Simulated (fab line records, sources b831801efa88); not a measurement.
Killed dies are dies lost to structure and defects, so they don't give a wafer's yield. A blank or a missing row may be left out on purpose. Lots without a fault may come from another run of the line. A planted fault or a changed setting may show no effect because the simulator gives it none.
Which tool did it? | flow sky130 | 14 lots, 42 wafers sampled, at 4 steps of a route of 708

WHAT THE GAUGES READ, wafer by wafer
SKY_FIELD_ISO_THK_MEAS_02.
lot  | measured    | on            | FIELD_ISO_OXIDATION_00_THK (nm)
L420 | day 1 16:58 | film_metro-03 | 12.45 12.04 12.15
L421 | day 1 22:52 | film_metro-03 | 11.89 11.80 12.02
L423 | day 2 09:56 | film_metro-03 | 11.65 11.58 11.54
L425 | day 2 18:14 | film_metro-02 | 12.13 12.12 12.01
L426 | day 3 00:55 | film_metro-01 | 12.32 12.61 12.27
L427 | day 3 07:47 | film_metro-01 | 12.14 11.95 12.15
L434 | day 4 18:08 | film_metro-03 | 11.89 12.10 12.14
L435 | day 4 21:10 | film_metro-01 | 11.96 12.08 11.94
L437 | day 5 07:06 | film_metro-03 | 12.17 12.08 12.24
L438 | day 5 13:10 | film_metro-01 | 12.36 12.24 12.33
L439 | day 5 17:39 | film_metro-02 | 11.95 11.93 12.00
L440 | day 5 22:54 | film_metro-03 | 11.88 11.78 11.68
L441 | day 6 03:54 | film_metro-01 | 11.82 12.11 11.84
L442 | day 6 07:34 | film_metro-03 | 12.08 11.82 11.83

SKY_LDD_P_TW_MEAS_11.
lot  | measured     | on            | LDD_P_TW
L420 | day 19 02:43 | film_metro-01 | 630 631 631
L421 | day 19 20:33 | film_metro-01 | 632 634 631
L423 | day 21 11:08 | film_metro-01 | 628 632 631
L425 | day 22 07:59 | film_metro-02 | 630 629 634
L426 | day 22 04:37 | film_metro-02 | 635 632 629
L427 | day 23 02:41 | film_metro-02 | 635 635 632
L434 | day 25 05:16 | film_metro-04 | 30 30 30
L435 | day 25 11:33 | film_metro-01 | 30 30 30
L437 | day 25 15:35 | film_metro-01 | 632 629 628
L438 | day 26 06:00 | film_metro-02 | 625 628 627
L439 | day 26 13:36 | film_metro-04 | 643 644 640
L440 | day 27 00:18 | film_metro-01 | 633 634 630
L441 | day 27 00:05 | film_metro-04 | 640 642 641
L442 | day 27 06:46 | film_metro-02 | 629 629 628

WHICH TOOL RAN EACH LOT (tool, then ch and the chambers of the sampled wafers, then the start)
lot  | SKY_LDD_N_STRIP_16                   | SKY_LDD_P_STRIP_10
L420 | plasma_asher-02 ch 0,1, day 17 20:11 | plasma_asher-01 ch 0,1, day 19 02:37
L421 | plasma_asher-01 ch 0,1, day 18 13:40 | plasma_asher-04 ch 0,1, day 19 20:27
L423 | plasma_asher-01 ch 0,1, day 20 03:32 | plasma_asher-01 ch 0,1, day 21 11:02
L425 | plasma_asher-04 ch 0,1, day 21 00:26 | plasma_asher-03 ch 0,1, day 22 07:53
L426 | plasma_asher-01 ch 0,1, day 20 20:38 | plasma_asher-01 ch 0,1, day 22 04:30
L427 | plasma_asher-01 ch 0,1, day 21 20:04 | plasma_asher-03 ch 0,1, day 23 02:35
L434 | plasma_asher-04 ch 0,1, day 23 23:16 | plasma_asher-04 ch 0,1, day 25 05:10
L435 | plasma_asher-04 ch 0,1, day 24 05:26 | plasma_asher-01 ch 0,1, day 25 11:26
L437 | plasma_asher-01 ch 0,1, day 24 09:44 | plasma_asher-01 ch 0,1, day 25 15:29
L438 | plasma_asher-04 ch 0,1, day 25 00:10 | plasma_asher-03 ch 0,1, day 26 05:54
L439 | plasma_asher-04 ch 0,1, day 25 09:22 | plasma_asher-03 ch 0,1, day 26 13:30
L440 | plasma_asher-02 ch 0,1, day 25 18:49 | plasma_asher-01 ch 1, day 27 00:12
L441 | plasma_asher-04 ch 0,1, day 25 18:47 | plasma_asher-04 ch 0,1, day 26 23:59
L442 | plasma_asher-04 ch 0,1, day 26 01:01 | plasma_asher-04 ch 0,1, day 27 06:39
- SKY_LDD_N_STRIP_16: strips in O2/N2.
- SKY_LDD_P_STRIP_10: strips in O2/N2.

WHAT THE TOOLS THEMSELVES READ (means of the sampled wafers that have a number; where no wafer has one, the mark that the record gives instead)
SKY_LDD_N_STRIP_16.
lot  | tool            | chamber_pressure_mTorr (mTorr) | drypump_motor_current_A (A) | oes_product_au (a.u.) | strip_time_to_endpoint_s (s)
L420 | plasma_asher-02 | 1498.7                         | 5.66                        | 0.406                 | 4.347
L421 | plasma_asher-01 | 1499.6                         | 5.79                        | 0.405                 | 4.304
L423 | plasma_asher-01 | 1501.3                         | 5.80                        | 0.409                 | 4.312
L425 | plasma_asher-04 | 1499.3                         | 5.78                        | 0.410                 | 4.318
L426 | plasma_asher-01 | 1500.1                         | 5.80                        | 0.407                 | 4.325
L427 | plasma_asher-01 | 1499.1                         | 5.82                        | 0.410                 | 4.333
L434 | plasma_asher-04 | -                              | -                           | -                     | -
L435 | plasma_asher-04 | -                              | -                           | -                     | -
L437 | plasma_asher-01 | 1499.9                         | 5.80                        | 0.411                 | 4.323
L438 | plasma_asher-04 | 1499.1                         | 5.77                        | 0.407                 | 4.307
L439 | plasma_asher-04 | 1500.2                         | 5.73                        | 0.402                 | 4.321
L440 | plasma_asher-02 | 1499.4                         | 5.66                        | 0.409                 | 4.324
L441 | plasma_asher-04 | 1499.7                         | 5.77                        | 0.405                 | 4.326
L442 | plasma_asher-04 | 1499.4                         | 5.74                        | 0.408                 | 4.340

SKY_LDD_P_STRIP_10.
lot  | tool            | chamber_pressure_mTorr (mTorr) | drypump_motor_current_A (A) | oes_product_au (a.u.) | strip_time_to_endpoint_s (s)
L420 | plasma_asher-01 | 1499.6                         | 5.79                        | 0.715                 | 13.95
L421 | plasma_asher-04 | 1499.6                         | 5.77                        | 0.717                 | 14.00
L423 | plasma_asher-01 | 1499.7                         | 5.82                        | 0.713                 | 13.96
L425 | plasma_asher-03 | 1500.2                         | 5.88                        | 0.718                 | 14.00
L426 | plasma_asher-01 | 1500.7                         | 5.79                        | 0.716                 | 13.98
L427 | plasma_asher-03 | 1499.2                         | 5.87                        | 0.712                 | 14.08
L434 | plasma_asher-04 | 1499.9                         | 5.75                        | 0.718                 | 18.59
L435 | plasma_asher-01 | 1499.2                         | 5.81                        | 0.715                 | 18.60
L437 | plasma_asher-01 | 1500.8                         | 5.81                        | 0.715                 | 13.95
L438 | plasma_asher-03 | 1500.7                         | 5.73                        | 0.719                 | 14.05
L439 | plasma_asher-03 | 1499.9                         | 5.73                        | 0.716                 | 13.97
L440 | plasma_asher-01 | 1499.2                         | 5.78                        | 0.717                 | 14.00
L441 | plasma_asher-04 | 1500.7                         | 5.75                        | 0.714                 | 14.05
L442 | plasma_asher-04 | 1500.2                         | 5.78                        | 0.721                 | 14.10

THE ANSWER, worked out from the rows above alone
Rule: what is usual is taken from the lots themselves. Put in order of their means at a reading, lots are off if they are a third of the lots or fewer, leave a main group of 4 or more, and stand apart from it by a gap of 3 or more times the standard deviation of the main group's means; of several such gaps the widest counts. A main group whose means are all the same, to the digits that the tables above print for the reading, isn't used. A lot without any number at a reading at which 4 lots or more have one is off too. The other lots that the step has rows for count as sound. The gauges are gone through in route order, then the tools' own readings, and for those a lot's mean is taken as printed above. The first step at which some lot is off is used, and at that step the reading that is off furthest; a lot without a number counts as furthest.
Off: L434, L435, at SKY_LDD_P_TW_MEAS_11 (LDD_P_TW). The main group: mean 633, standard deviation 4.5.
A tool fits if, at a process step before that reading, it ran every lot that is off, and no sound lot after the first of them. The gauges at SKY_LDD_P_TW_MEAS_11 aren't tried: what is off there is off at SKY_LDD_N_STRIP_16 too, on other tools, and a gauge's error can't cause that. None of those tried fits.

WHAT THE SIMULATOR HAD PUT IN
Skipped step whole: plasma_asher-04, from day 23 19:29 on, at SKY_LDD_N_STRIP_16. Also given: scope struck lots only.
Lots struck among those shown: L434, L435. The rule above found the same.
